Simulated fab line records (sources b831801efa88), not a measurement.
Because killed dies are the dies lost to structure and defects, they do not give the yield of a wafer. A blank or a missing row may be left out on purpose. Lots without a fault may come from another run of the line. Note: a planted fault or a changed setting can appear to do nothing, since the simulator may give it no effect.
A struck lot beside a sound one | flow sky130 | 17 out of 708 route steps
Sound: these wafers, L425.3, L425.4, L425.5. Struck: wafers L432.4, L432.5, L432.6. The cause is given at the end.
At each step with rows: each side's tool, then ch and its chambers, then its first start. Under that, the readings that differ: sound wafers | struck wafers | difference of the means | sigmas: that difference in standard deviations of wafers without a fault.
alike: readings whose means differ by less than 2 such deviations, and words and numbers that are the same on both sides. not compared: withheld readings, readings that some wafer has no value for, bounds like >300 that may hide the same value, and numbers for which the record gives no deviation and whose values overlap.
Wherever a step has rows on one side only, a row that says differs or no value, or a row with sigmas, the two part there. When numbers do not overlap yet have no deviation, they are printed without sigmas and do not part them. Lack of a reading on every wafer of one side parts them only where that side has two or more wafers.

SKY_LI_CONTACT_CMP_02: polishes PSG.
  sound on cmp-02 ch 0,2, day 30 05:14; struck on cmp-01 ch 0,1,2, day 32 12:53
  alike: motor_current_A, platen_rpm, slurry_flow_ml_min, time_to_endpoint_s
SKY_LI_CONTACT_BOW_MEAS_03:
  struck on film_metro-02, day 32 13:05; sound on film_metro-02, day 30 05:34
  alike: LI_CONTACT_BOW
then, 8 steps without rows for these wafers: SKY_LI_CONTACT_DEHYDRATE_04 (time 60 s); SKY_LI_CONTACT_HMDS_05 (prime time 60 s); SKY_LI_CONTACT_COAT_06 (resist thk 60 nm); SKY_LI_CONTACT_COAT_07 (resist thk 450 nm); SKY_LI_CONTACT_SOFTBAKE_08 (time 90 s); SKY_LI_CONTACT_EXPOSE_09 (exposes mask LICM1, target cd 170 nm); SKY_LI_CONTACT_PEB_10; SKY_LI_CONTACT_DEVELOP_11 (develop time 60 s).
SKY_LI_CONTACT_CD_MEAS_12 targets a cd of 170 nm.
  struck on cd_sem-01, day 33 16:10; sound on cd_sem-01, day 31 09:38
  alike: cd_nm
SKY_LI_CONTACT_OVL_MEAS_13:
  struck on overlay-02, day 33 16:14; sound on overlay-01, day 31 09:43
  alike: LI_CONTACT_OVL
SKY_LI_CONTACT_ETCH_14: etches BARC in N2/H2, stops on SiO2, time 45.9 s, target depth 60 nm.
  sound on rie_diel-01 ch 2,3, day 31 09:44; struck on rie_diel-01 ch 0,1, day 33 16:16
  no value came back on the struck wafers for any of 5 readings (bias_w (W), chamber_pressure_mTorr (mTorr) and others); on the sound wafers bias_w (W) reads 100.2 100.0 100.1
  reading                                           | sound             | struck          | difference | sigmas
  model.KrF-thick_of_LI_CONTACT_COAT_07.thk_nm (nm) | 391.8 390.5 391.8 | 434.3 435.5 434 | +43.2      |
  not compared: rf_hours_counter_h
SKY_LI_CONTACT_ETCH_15: etches PSG in C4F8/O2/Ar, stops on Si, target depth 600 nm.
  sound on rie_diel-01 ch 2,3, day 31 09:47; struck on rie_diel-01 ch 0,1, day 33 16:18
  reading                                           | sound             | struck            | difference | sigmas
  oes_product_au (a.u.)                             | 0.829 0.831 0.843 | 0.382 0.374 0.366 | -0.460     | -96
  model.KrF-thick_of_LI_CONTACT_COAT_07.thk_nm (nm) | 224.8 223.5 233.5 | 264.7 265.7 272.1 | +40.2      |
  alike: bias_w, chamber_pressure_mTorr
SKY_LI_CONTACT_STRIP_16: strips in O2/N2.
  sound on plasma_asher-02 ch 0,1, day 31 09:54; struck on plasma_asher-02 ch 0,1, day 33 16:25
  reading                      | sound             | struck            | difference | sigmas
  oes_product_au (a.u.)        | 0.379 0.366 0.374 | 0.394 0.398 0.391 | +0.021     | +4
  strip_time_to_endpoint_s (s) | 3.40 3.40 3.52    | 3.85 3.86 3.94    | +0.44      | +9
  alike: drypump_motor_current_A, o2_flow_sccm
  not compared: rf_hours_counter_h
then, 1 step without rows for these wafers: SKY_LI_CONTACT_CLEAN_17 (cleans in NMP, time 600 s).
-- here the record skips 15 days between the struck wafers' starts before and after, leaving off in module LI_CONTACT and picking up in module PAD_OPEN (first step shown: number 708 of the route) --
SKY_PAD_OPEN_PROBE_99:
  struck on prober-01, day 49 04:05; sound on prober-01, day 47 12:59
  reading            | sound     | struck      | difference | sigmas
  killed_at_contacts | 25 28 26  | 432 417 431 | +400       | +80
  killed_dies        | 85 83 102 | 492 492 492 | +402       | +44
  killed_on_rim      | 19 18 18  | 96 96 96    | +78        | +22
  alike: killed_at_M0_to_M3, killed_at_M4_up, killed_at_front_end, killed_at_other, killed_open, killed_short

== WHERE THEY PART ==
Earliest at SKY_LI_CONTACT_ETCH_14; latest, in this record, at SKY_PAD_OPEN_PROBE_99.

WHY: whatever the simulator had introduced
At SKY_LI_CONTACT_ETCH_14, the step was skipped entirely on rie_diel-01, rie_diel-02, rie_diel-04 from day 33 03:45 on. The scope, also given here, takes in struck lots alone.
